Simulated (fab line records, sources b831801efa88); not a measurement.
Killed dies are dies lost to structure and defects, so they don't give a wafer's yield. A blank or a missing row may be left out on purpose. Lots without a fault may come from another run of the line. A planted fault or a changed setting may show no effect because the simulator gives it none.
A struck lot beside a sound one | flow sky130 | 19 steps out of a route of 708
Sound: wafers L306.4, L306.5, L306.6. Struck: wafer L310.5. (L310.3 of the same lot was not struck and is left out.) The cause comes at the end.
At each step with rows: each side's tool, then ch and its chambers, then its first start. Under that, the readings that differ: sound wafers | struck wafers | difference of the means | sigmas: that difference in standard deviations of wafers without a fault.
alike: readings whose means differ by less than 2 such deviations, and words and numbers that are the same on both sides. not compared: withheld readings, readings that some wafer has no value for, bounds like >300 that may hide the same value, and numbers for which the record gives no deviation and whose values overlap.
The two part at a step that has a row with sigmas, a row that says differs or no value, or rows on one side only. Numbers that don't overlap but have no deviation are shown without sigmas and don't part them. A reading that every wafer of one side lacks parts them only if that side has two wafers or more.

SKY_VIA1_ETCH_15: etches SiO2 in C4F8/O2/Ar, stops on TiN, target depth 351 nm, time 54 s.
  sound on rie_diel-03 ch 1,2, day 37 09:53; struck on rie_diel-02 ch 3, day 40 02:41
  alike: oes_product_au
  not compared: rf_hours_counter_h
then, 4 steps without rows for these wafers: SKY_VIA1_STRIP_16 (strips in O2/N2); SKY_VIA1_STRIP_17 (strips in post etch residue remover, time 1200 s); SKY_VIA1_CLEAN_18 (cleans in IPA, time 180 s); SKY_VIA1_CLEAN_19 (cleans in O3/DIW).
SKY_VIA1_SPUTTER_20: material TiN, target thk 20 nm, time 80 s.
  sound on pvd_sputter-01, day 37 10:37; struck on pvd_sputter-01, day 40 03:22
  alike: throttle_valve_pct
then, 1 step without rows for these wafers: SKY_VIA1_CVD_21 (deposits W, target thk 270 nm, time 80.902 s).
SKY_VIA1_RS_MEAS_22: measures by four-point-probe.
  sound on film_metro-02, day 37 10:50; struck on film_metro-02, day 40 03:33
  alike: VIA1_W_RS
SKY_VIA1_THK_MEAS_23: measures by xrf.
  sound on film_metro-02, day 37 10:55; struck on film_metro-02, day 40 03:39
  alike: VIA1_W_THK
then, 1 step without rows for these wafers: SKY_VIA1_CMP_24 (polishes, stops on SiO2, t overpolish 15 s, target thk 0 nm).
SKY_METAL2_SPUTTER_00: material Ti, target thk 15 nm, time 10 s.
  sound on pvd_sputter-02, day 37 11:15; struck on pvd_sputter-03, day 40 03:59
  alike: throttle_valve_pct
then, 1 step without rows for these wafers: SKY_METAL2_SPUTTER_01 (material TiN, target thk 20 nm, time 16.7 s).
SKY_METAL2_SPUTTER_02: material AlCu, target thk 250 nm, time 13.3 s.
  sound on pvd_sputter-02, day 37 11:18; struck on pvd_sputter-03, day 40 04:02
  reading                                     | sound             | struck | difference | sigmas
  model.AlCu_of_METAL2_SPUTTER_02.thk_nm (nm) | 250.3 250.8 249.4 | 266.9  | +16.7      |
  alike: throttle_valve_pct
SKY_METAL2_SPUTTER_03: material Ti, target thk 5 nm, time 3.3 s.
  sound on pvd_sputter-02, day 37 11:19; struck on pvd_sputter-03, day 40 04:04
  alike: throttle_valve_pct
SKY_METAL2_SPUTTER_04: material TiN, target thk 70 nm, time 58.3 s.
  sound on pvd_sputter-02, day 37 11:20; struck on pvd_sputter-03, day 40 04:05
  alike: throttle_valve_pct
SKY_METAL2_RS_MEAS_05: measures by four-point-probe.
  sound on film_metro-04, day 37 11:27; struck on film_metro-03, day 40 04:10
  reading                 | sound                | struck | difference | sigmas
  METAL2_ALCU_RS (ohm/sq) | 0.1263 0.1264 0.1267 | 0.1185 | -0.0080    | -6
SKY_METAL2_THK_MEAS_06: measures by xrf.
  sound on film_metro-04, day 37 11:32; struck on film_metro-03, day 40 04:16
  reading              | sound             | struck | difference | sigmas
  METAL2_ALCU_THK (nm) | 245.7 247.0 246.6 | 263.5  | +17.1      | +6
then, 1 step without rows for these wafers: SKY_METAL2_DEHYDRATE_07 (time 60 s).
-- the record jumps here: 10 days lie between the struck wafers' starts before and after (it left off in module METAL2 and takes up again in module PAD_OPEN, whose first step shown is number 708 of the route) --
SKY_PAD_OPEN_PROBE_99:
  sound on prober-02, day 48 12:05; struck on prober-01, day 50 07:41
  reading                      | sound                | struck | difference | sigmas
  defect_limited_yield (%)     | 81.5 81.1 77.6       | 86.4   | +6.3       | +3
  killed_at_front_end          | 17 23 23             | 7      | -14        | -3
  killed_dies                  | 91 93 110            | 67     | -31        | -3
  killed_open                  | 48 51 64             | 36     | -18        | -2
  sort_bin_5_function (%)      | 11.0 10.8 13.2       | 7.7    | -4.0       | -3
  sort_bin_6_memory (%)        | 6.7 6.9 8.3          | 4.5    | -2.8       | -3
  sort_n_pass                  | 401 399 382          | 425    | +31        | +3
  sort_yield_pct (%)           | 81.5 81.1 77.6       | 86.4   | +6.3       | +3
  model.etest.met2.line_ohm_um | 0.9388 0.9502 0.9417 | 0.8455 | -0.0981    |
  model.etest.met2.rs_ohm_sq   | 0.1274 0.1288 0.1283 | 0.1193 | -0.0089    |
  alike: killed_at_M0_to_M3, killed_at_M4_up, killed_at_contacts, killed_at_other, killed_on_rim, killed_short, sort_bin_3_pad_short

WHERE THEY PART
First at SKY_METAL2_RS_MEAS_05; last, within this record, at SKY_PAD_OPEN_PROBE_99.

WHY: what the simulator had put in
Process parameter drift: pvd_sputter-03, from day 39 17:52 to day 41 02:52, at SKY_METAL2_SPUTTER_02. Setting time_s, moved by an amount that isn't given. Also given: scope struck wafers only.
